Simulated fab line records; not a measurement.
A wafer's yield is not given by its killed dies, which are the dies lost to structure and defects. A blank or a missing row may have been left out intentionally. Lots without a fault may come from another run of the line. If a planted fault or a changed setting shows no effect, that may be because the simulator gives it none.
fab line records    flow sky130
record lots=13  wafers=39  lastDay=50
route steps=708 shown LDD_HVP@288 LDD_LDN@301 SD_P@331 SD_N@348 PAD_OPEN@708
lots untouched by any fault: they come from a run of this same line in which no faults occurred
startH: start of the lot's first displayed wafer, in hours after the record's first day    waitH: time in hours since the lot's previous step    " same as the row above    L1.1+2: a row that stands for several wafers    - either no value or no given start    * or withheld: withheld    < > ~ a bound
route shown NAME@n: NAME is a module with steps in the file, n the number in the route of the first one    usual: mean/standard deviation of fault-free wafers    same: alike in all rows    chamber/n: place in a boat    sites: per-site readings    _std_site: the values' standard deviation    _edge_site: mean of outer sites minus mean of inner sites    radiusMm: for every site, how far away it sits from the centre of the wafer    mask NAME#n: copy n    behind: the tool/chamber that last shaped the wafer    hold: the reason the lot was held/the length of the hold in hours/how it ended    device: which transistor (n, p or np) failed to switch    end of line: tests run on the same wafers once the route is complete    for a step that has no rows: nothing shown but its recipe    killed: the dies lost at the first sort to structure and to defects; this is not the yield of the wafer    map: per-die view of a wafer (x killed, . not killed, _ where there is no die)
set.NAME: the run value of the setting; set.NAME@STEP: its run value at that earlier step    model.NAME: the simulator's own value behind a step, which no gauge read
a sample of lots followed through the steps of the route, with each step as a table and each wafer as a row
services: the hour from which a tool's chamber was out of use, counted from the record's first day as startH (under 0 if before that day), plus the number of hours and why
## steps
# step SKY_LDD_HVP_TW_MEAS_10
# usual LDD_HVP_TW=459.3/2.1
lot.wafer  tool          chamber  startH  waitH  LDD_HVP_TW
L790.1     filmMetro-04  -        497.94  0.1    460.6
L790.3     "             -        "       "      461.1
L790.5     "             -        "       "      461.1
L793.1     filmMetro-02  -        520.45  0.1    458.6
L793.2     "             -        "       "      458.5
L793.5     "             -        "       "      459.7
L794.1     filmMetro-04  -        539.35  0.1    460.9
L794.2     "             -        "       "      458.2
L794.3     "             -        "       "      462.0
L796.3     filmMetro-04  -        566.46  0.1    459.2
L796.4     "             -        "       "      459.9
L796.5     "             -        "       "      459.5
L797.3     filmMetro-04  -        567.32  0.1    462.1
L797.4     "             -        "       "      460.5
L797.6     "             -        "       "      459.9
L798.1     filmMetro-03  -        575.19  0.1    458.1
L798.2     "             -        "       "      455.5
L798.3     "             -        "       "      458.3
L799.1     filmMetro-04  -        582.54  0.1    458.3
L799.3     "             -        "       "      458.3
L799.6     "             -        "       "      460.1
L802.2     filmMetro-04  -        623.10  0.1    458.0
L802.4     "             -        "       "      459.7
L802.5     "             -        "       "      459.3
L806.2     filmMetro-03  -        642.01  0.1    457.4
L806.3     "             -        "       "      456.0
L806.4     "             -        "       "      456.1
L805.1     filmMetro-04  -        642.29  0.1    460.3
L805.2     "             -        "       "      462.0
L805.5     "             -        "       "      459.5
L807.1     filmMetro-02  -        647.44  0.1    462.8
L807.2     "             -        "       "      463.1
L807.5     "             -        "       "      460.8
L811.2     filmMetro-02  -        677.95  0.1    461.0
L811.3     "             -        "       "      464.7
L811.4     "             -        "       "      460.6
L813.1     filmMetro-02  -        687.75  0.1    464.4
L813.2     "             -        "       "      460.4
L813.5     "             -        "       "      462.6
# step SKY_LDD_LDN_STRIP_12
# recipe chemistry=O2/N2  powerW=1400  pressureMtorr=1500  platenTempC=withheld  o2FlowSccm=3000  n2FlowSccm=300  overashFraction=0.5
# usual drypumpMotorCurrentA=5.5/0.36  oesProductAu=0.715/0.0048  stripTimeToEndpointS=14.18/0.04
lot.wafer  tool            chamber  startH  waitH  drypumpMotorCurrentA  oesProductAu  rfHoursCounterH  stripTimeToEndpointS
L790.1     plasmaAsher-01  1        529.29  0.1    5.4                   0.723         41               14.18
L790.3     "               1        "       "      5.4                   0.711         -                14.20
L790.5     "               0        "       "      4.9                   0.709         -                14.19
L793.1     plasmaAsher-01  0        551.16  0.1    5.0                   0.719         43               14.22
L793.2     "               1        "       "      5.5                   0.709         43               14.20
L793.5     "               1        "       "      5.4                   0.715         -                14.21
L794.1     plasmaAsher-04  0        568.86  0.1    6.0                   0.711         82               14.24
L794.2     "               1        "       "      5.6                   0.719         82               14.24
L794.3     "               1        "       "      5.6                   0.725         -                14.22
L796.3     plasmaAsher-01  0        596.22  0.1    4.9                   0.713         -                14.20
L796.4     "               1        "       "      5.4                   0.712         -                14.20
L796.5     "               1        "       "      5.4                   0.719         -                14.21
L797.3     plasmaAsher-02  1        596.99  0.1    5.8                   0.720         -                14.11
L797.4     "               0        "       "      5.8                   0.714         -                14.14
L797.6     "               1        "       "      5.8                   0.720         -                14.07
L798.1     plasmaAsher-01  0        604.91  0.1    4.9                   0.720         49               14.19
L798.2     "               1        "       "      5.4                   0.715         49               14.22
L798.3     "               1        "       "      5.4                   0.720         -                14.15
L799.1     plasmaAsher-01  1        611.90  0.1    5.4                   0.711         50               14.20
L799.3     "               0        "       "      4.9                   0.721         -                14.17
L799.6     "               0        "       "      5.0                   0.714         -                14.16
L802.2     plasmaAsher-04  0        652.39  0.1    6.0                   0.713         90               14.20
L802.4     "               1        "       "      5.6                   0.702         -                14.21
L802.5     "               1        "       "      5.6                   0.718         -                14.15
L806.2     plasmaAsher-04  0        670.90  0.1    6.0                   0.718         92               14.13
L806.3     "               1        "       "      5.5                   0.719         -                14.11
L806.4     "               0        "       "      6.0                   0.716         -                14.15
L805.1     plasmaAsher-01  0        671.74  0.1    5.0                   0.710         55               14.17
L805.2     "               1        "       "      5.4                   0.714         55               14.17
L805.5     "               1        "       "      5.4                   0.713         -                14.21
L807.1     plasmaAsher-01  0        676.30  0.1    4.9                   0.712         56               14.18
L807.2     "               1        "       "      5.4                   0.723         56               14.22
L807.5     "               1        "       "      5.4                   0.717         -                14.21
L811.2     plasmaAsher-04  0        706.09  0.1    6.0                   0.717         95               14.19
L811.3     "               0        "       "      6.0                   0.714         -                14.20
L811.4     "               1        "       "      5.5                   0.714         -                14.15
L813.1     plasmaAsher-02  0        716.24  0.1    5.8                   0.723         27               14.14
L813.2     "               1        "       "      5.8                   0.722         27               14.15
L813.5     "               0        "       "      5.8                   0.714         -                14.13
# step SKY_SD_P_TW_MEAS_11
# usual SD_P_TW=2852/25
lot.wafer  tool          chamber  startH  waitH  SD_P_TW
L790.1     filmMetro-02  -        590.23  0.1    2858
L790.3     "             -        "       "      2882
L790.5     "             -        "       "      2845
L793.1     filmMetro-01  -        612.76  0.1    2881
L793.2     "             -        "       "      2872
L793.5     "             -        "       "      2876
L794.1     filmMetro-03  -        628.43  0.1    2834
L794.2     "             -        "       "      2828
L794.3     "             -        "       "      2839
L796.3     filmMetro-01  -        654.28  0.1    2862
L796.4     "             -        "       "      2868
L796.5     "             -        "       "      2869
L797.3     filmMetro-03  -        656.08  0.1    2834
L797.4     "             -        "       "      2820
L797.6     "             -        "       "      2819
L798.1     filmMetro-02  -        664.86  0.1    2869
L798.2     "             -        "       "      2859
L798.3     "             -        "       "      2864
L799.1     filmMetro-03  -        671.81  0.1    2832
L799.3     "             -        "       "      2832
L799.6     "             -        "       "      2825
L802.2     filmMetro-01  -        710.19  0.1    2894
L802.4     "             -        "       "      2880
L802.5     "             -        "       "      2891
L806.2     filmMetro-01  -        728.32  0.1    2888
L806.3     "             -        "       "      2865
L806.4     "             -        "       "      2869
L805.1     filmMetro-02  -        729.93  0.1    2840
L805.2     "             -        "       "      2835
L805.5     "             -        "       "      2841
L807.1     filmMetro-01  -        733.58  0.1    2879
L807.2     "             -        "       "      2891
L807.5     "             -        "       "      2898
L811.2     filmMetro-03  -        763.49  0.1    2809
L811.3     "             -        "       "      2822
L811.4     "             -        "       "      2807
L813.1     filmMetro-02  -        774.31  0.1    2862
L813.2     "             -        "       "      2849
L813.5     "             -        "       "      2859
# step SKY_SD_N_DEVELOP_06
# recipe resist=NOVOLAK  developer=TMAH  developTimeS=60  devTempC=23
# usual developerTempC=23.00/0.094
lot.wafer  tool           chamber  startH  waitH  developerTempC
L790.1     lithoTrack-04  0        647.47  0.1    22.97
L790.3     "              0        "       "      22.97
L790.5     "              0        "       "      23.02
L793.1     lithoTrack-04  0        669.47  0.1    23.01
L793.2     "              0        "       "      22.98
L793.5     "              0        "       "      22.93
L794.1     lithoTrack-02  0        685.82  0.1    23.06
L794.2     "              0        "       "      22.97
L794.3     "              0        "       "      23.19
L796.3     lithoTrack-04  0        710.32  0.1    22.95
L796.4     "              0        "       "      23.05
L796.5     "              0        "       "      23.08
L797.3     lithoTrack-04  0        711.22  0.1    22.97
L797.4     "              0        "       "      23.03
L797.6     "              0        "       "      22.96
L798.1     lithoTrack-04  0        720.37  0.1    22.93
L798.2     "              0        "       "      23.00
L798.3     "              0        "       "      23.14
L799.1     lithoTrack-04  0        726.62  0.1    22.93
L799.3     "              0        "       "      22.87
L799.6     "              0        "       "      22.79
L802.2     lithoTrack-04  0        765.15  0.1    23.15
L802.4     "              0        "       "      22.94
L802.5     "              0        "       "      22.96
L806.2     lithoTrack-03  0        780.23  0.1    22.99
L806.3     "              0        "       "      23.11
L806.4     "              0        "       "      23.11
L805.1     lithoTrack-04  0        784.12  0.1    20.67
L805.2     "              0        "       "      20.70
L805.5     "              0        "       "      20.70
L807.1     lithoTrack-04  0        787.87  0.1    20.63
L807.2     "              0        "       "      20.74
L807.5     "              0        "       "      20.80
L811.2     lithoTrack-04  0        815.55  0.1    20.74
L811.3     "              0        "       "      20.87
L811.4     "              0        "       "      20.70
L813.1     lithoTrack-02  0        827.32  0.1    22.97
L813.2     "              0        "       "      23.00
L813.5     "              0        "       "      22.87
# step SKY_SD_N_CD_MEAS_07
# recipe targetCdNm=380
# usual cdNm=380.2/2.2
lot.wafer  tool      chamber  startH  waitH  hold                     cdNm
L790.1     cdSem-01  -        647.62  0.1    -                        381.6
L790.3     "         -        "       "      -                        380.9
L790.5     "         -        "       "      -                        380.3
L793.1     cdSem-01  -        669.62  0.1    -                        379.8
L793.2     "         -        "       "      -                        378.0
L793.5     "         -        "       "      -                        379.9
L794.1     cdSem-01  -        685.97  0.1    -                        375.2
L794.2     "         -        "       "      -                        376.7
L794.3     "         -        "       "      -                        378.4
L796.3     cdSem-02  -        710.46  0.1    -                        379.0
L796.4     "         -        "       "      -                        377.7
L796.5     "         -        "       "      -                        377.6
L797.3     cdSem-01  -        711.36  0.1    -                        380.9
L797.4     "         -        "       "      -                        379.1
L797.6     "         -        "       "      -                        378.5
L798.1     cdSem-02  -        720.52  0.1    -                        379.1
L798.2     "         -        "       "      -                        377.4
L798.3     "         -        "       "      -                        379.5
L799.1     cdSem-02  -        726.77  0.1    -                        386.6
L799.3     "         -        "       "      -                        386.0
L799.6     "         -        "       "      -                        386.1
L802.2     cdSem-02  -        765.29  0.1    -                        381.5
L802.4     "         -        "       "      -                        382.5
L802.5     "         -        "       "      -                        382.5
L806.2     cdSem-01  -        780.37  0.1    -                        382.4
L806.3     "         -        "       "      -                        381.1
L806.4     "         -        "       "      -                        381.7
L805.1     cdSem-01  -        784.27  0.1    -                        385.8
L805.2     "         -        "       "      -                        384.6
L805.5     "         -        "       "      -                        386.0
L807.1     cdSem-02  -        788.02  0.1    awaitDispo/0.2h/release  388.6
L807.2     "         -        "       "      awaitDispo/0.2h/release  390.0
L807.5     "         -        "       "      awaitDispo/0.2h/release  388.7
L807.1     cdSem-02  -        788.31  0.3    -                        388.3
L807.2     "         -        "       "      -                        390.1
L807.5     "         -        "       "      -                        388.9
L811.2     cdSem-02  -        815.69  0.1    -                        386.1
L811.3     "         -        "       "      -                        384.3
L811.4     "         -        "       "      -                        386.1
L813.1     cdSem-02  -        827.47  0.1    -                        382.9
L813.2     "         -        "       "      -                        384.3
L813.5     "         -        "       "      -                        381.8
# step SKY_PAD_OPEN_PROBE_99
# usual killed_at_M0_to_M3=44/6.5  killed_at_M4_up=3.0/1.5  killedAtContacts=25/5.1  killedAtFrontEnd=14/4.1  killedAtOther=0.3/0.57  killedDies=87/9.5  killedOpen=48/6.8  killedShort=39/6.2
# same grossDies=492  killedAtBackSide=0
lot.wafer  tool       chamber  startH   waitH  killed_at_M0_to_M3  killed_at_M4_up  killedAtContacts  killedAtFrontEnd  killedAtOther  killedDies  killedOpen  killedShort
L790.1     prober-02  -        1076.15  0.1    38                  1                21                12                2              74          37          37
L790.3     prober-02  -        1076.25  0.2    41                  4                20                11                0              76          39          37
L790.5     prober-02  -        1076.35  0.2    35                  6                29                11                0              81          46          35
L794.1     prober-02  -        1104.67  0.1    41                  3                30                10                0              84          48          36
L794.2     prober-02  -        1104.72  0.1    48                  3                25                12                1              89          47          41
L794.3     prober-02  -        1104.77  0.2    43                  3                25                14                1              86          52          34
L797.3     prober-01  -        1123.97  0.2    56                  4                24                16                1              101         52          47
L797.4     prober-01  -        1124.02  0.2    44                  3                22                13                0              82          45          37
L797.6     prober-01  -        1124.12  0.2    51                  3                24                11                0              89          44          45
L798.1     prober-02  -        1129.64  0.1    40                  1                19                11                0              71          40          31
L798.2     prober-02  -        1129.69  0.1    42                  4                29                9                 0              84          44          40
L798.3     prober-02  -        1129.74  0.2    43                  5                35                14                0              97          58          39
L802.2     prober-01  -        1163.51  0.1    37                  4                25                9                 1              76          34          41
L802.4     prober-01  -        1163.61  0.2    41                  5                25                10                0              81          47          32
L802.5     prober-01  -        1163.66  0.2    39                  5                21                19                0              84          38          44
# killed by level:class
L790.1 VIA1:geometricParticle:open=10 VIA2:geometricParticle:short=8 CONTACT:geometricParticle:open=7 LI_CONTACT:geometricParticle:open=6 CONTACT:geometricParticle:short=6 METAL1:geometricParticle:short=5 VIA3:geometricParticle:open=4 FIELD_ISO:geometricParticle:open=3
L790.3 VIA1:geometricParticle:open=10 LI_CONTACT:geometricParticle:open=9 FIELD_ISO:geometricParticle:short=7 CONTACT:geometricParticle:open=6 METAL3:geometricParticle:short=5 VIA3:geometricParticle:short=5 VIA2:geometricParticle:open=4 METAL1:geometricParticle:short=4
L790.5 CONTACT:geometricParticle:open=10 LI_CONTACT:geometricParticle:open=8 VIA1:geometricParticle:open=7 VIA2:geometricParticle:open=7 CONTACT:geometricParticle:short=5 FIELD_ISO:geometricParticle:short=4 METAL2:geometricParticle:short=4 VIA3:geometricParticle:open=4
L794.1 CONTACT:geometricParticle:open=11 VIA2:geometricParticle:open=10 LI_CONTACT:geometricParticle:open=8 CONTACT:geometricParticle:short=7 VIA1:geometricParticle:short=7 VIA1:geometricParticle:open=5 VIA3:geometricParticle:open=5 METAL2:geometricParticle:short=4
L794.2 VIA1:geometricParticle:open=9 LI_CONTACT:geometricParticle:open=8 METAL1:geometricParticle:short=8 CONTACT:geometricParticle:open=8 VIA2:geometricParticle:open=8 FIELD_ISO:geometricParticle:short=6 VIA3:geometricParticle:open=6 VIA1:geometricParticle:short=5
L794.3 VIA1:geometricParticle:open=12 LI_CONTACT:geometricParticle:open=10 CONTACT:geometricParticle:open=9 VIA2:geometricParticle:open=6 METAL2:geometricParticle:short=5 VIA1:geometricParticle:short=4 VIA2:geometricParticle:short=4 VIA3:geometricParticle:open=3
L797.3 VIA3:geometricParticle:open=9 VIA2:geometricParticle:short=8 VIA2:geometricParticle:open=7 VIA1:geometricParticle:open=7 LI_CONTACT:geometricParticle:open=6 LOCAL_INTERCONNECT:geometricParticle:short=6 CONTACT:geometricParticle:open=6 METAL1:geometricParticle:short=6
L797.4 VIA1:geometricParticle:open=11 CONTACT:geometricParticle:open=8 FIELD_ISO:geometricParticle:short=7 CONTACT:geometricParticle:short=6 VIA3:geometricParticle:open=6 VIA1:geometricParticle:short=6 VIA2:geometricParticle:open=6 LI_CONTACT:geometricParticle:open=5
L797.6 CONTACT:geometricParticle:open=12 METAL2:geometricParticle:short=10 VIA1:geometricParticle:open=9 METAL1:geometricParticle:short=7 LI_CONTACT:geometricParticle:open=6 VIA1:geometricParticle:short=6 VIA3:geometricParticle:open=6 CONTACT:geometricParticle:short=4
L798.1 VIA2:geometricParticle:open=10 VIA1:geometricParticle:open=8 VIA3:geometricParticle:open=7 CONTACT:geometricParticle:short=5 CONTACT:geometricParticle:open=5 LI_CONTACT:geometricParticle:open=4 FIELD_ISO:geometricParticle:short=3 LOCAL_INTERCONNECT:geometricParticle:short=3
L798.2 CONTACT:geometricParticle:open=10 VIA1:geometricParticle:open=9 VIA2:geometricParticle:open=7 METAL1:geometricParticle:short=7 LI_CONTACT:geometricParticle:short=6 LI_CONTACT:geometricParticle:open=6 VIA2:geometricParticle:short=5 VIA3:geometricParticle:open=5
L798.3 CONTACT:geometricParticle:open=14 VIA1:geometricParticle:open=11 LI_CONTACT:geometricParticle:open=10 VIA2:geometricParticle:open=8 LOCAL_INTERCONNECT:geometricParticle:short=5 VIA1:geometricParticle:short=5 LI_CONTACT:geometricParticle:short=4 METAL2:geometricParticle:short=4
L802.2 VIA1:geometricParticle:open=11 CONTACT:geometricParticle:open=8 FIELD_ISO:geometricParticle:short=5 LI_CONTACT:geometricParticle:short=5 CONTACT:geometricParticle:short=5 VIA2:geometricParticle:open=5 VIA3:geometricParticle:open=4 LOCAL_INTERCONNECT:geometricParticle:short=4
L802.4 VIA1:geometricParticle:open=13 LI_CONTACT:geometricParticle:open=8 CONTACT:geometricParticle:open=8 LOCAL_INTERCONNECT:geometricParticle:short=5 VIA1:geometricParticle:short=5 VIA2:geometricParticle:open=5 VIA3:geometricParticle:open=4 METAL1:geometricParticle:short=4
L802.5 VIA1:geometricParticle:open=6 VIA2:geometricParticle:open=6 VIA3:geometricParticle:open=6 LI_CONTACT:geometricParticle:open=5 METAL2:geometricParticle:short=5 FIELD_ISO:geometricParticle:short=4 POLY_GATE:geometricParticle:short=4 SPACER:geometricParticle:short=4
## services
tool            chamber  startH  hours  kind
plasmaAsher-02  -        604.87  2.8    pm
lithoTrack-04   -        646.15  -      consumableReplace:filter
plasmaAsher-01  -        663.86  1.5    repair
plasmaAsher-04  -        731.40  12.5   pm
plasmaAsher-04  -        743.87  9.0    pm
plasmaAsher-04  0        743.87  9.0    ventCycle
plasmaAsher-04  1        743.87  9.0    ventCycle
plasmaAsher-04  0        752.87  -      clean
plasmaAsher-04  1        752.87  -      clean
plasmaAsher-02  -        803.04  0.3    repair
lithoTrack-04   -        815.87  -      consumableReplace:filter
## key
firstSign step=SKY_SD_N_DEVELOP_06  reading=developerTempC  direction=down  sigmas=24  usual=*  struck=*
effect step=SKY_SD_N_CD_MEAS_07  reading=cdNm  direction=up  sigmas=3  usual=380.2  struck=386.7  through=controlLoop
metAt SKY_SD_N_DEVELOP_06
struckLots L805,L807,L811
testerLeftOut L805,L807,L811
loopTrim step=SKY_SD_N_EXPOSE_04  setting=dose  lots=L811
notActingAt SKY_LDD_HVP_TW_MEAS_10,SKY_LDD_LDN_STRIP_12,SKY_SD_P_TW_MEAS_11
onsetBetween 765.15 784.12
fault kind=processParameterDrift  tool=lithoTrack-04  chamber=-  onsetH=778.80  steps=SKY_SD_N_DEVELOP_06  channel=devTempC  offset=*  shape=step  endH=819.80  actsIn=*  stated=*
# testerLeftOut: of these lots the tester's yield and bins aren't shown, on N5 and GAA mostly nor the transistor test; their killed dies are dies lost to structure and defects alone, not to doping, threshold or leakage, so they don't give the yield
# loopTrim: a control loop set the setting to another value than it would have without faults
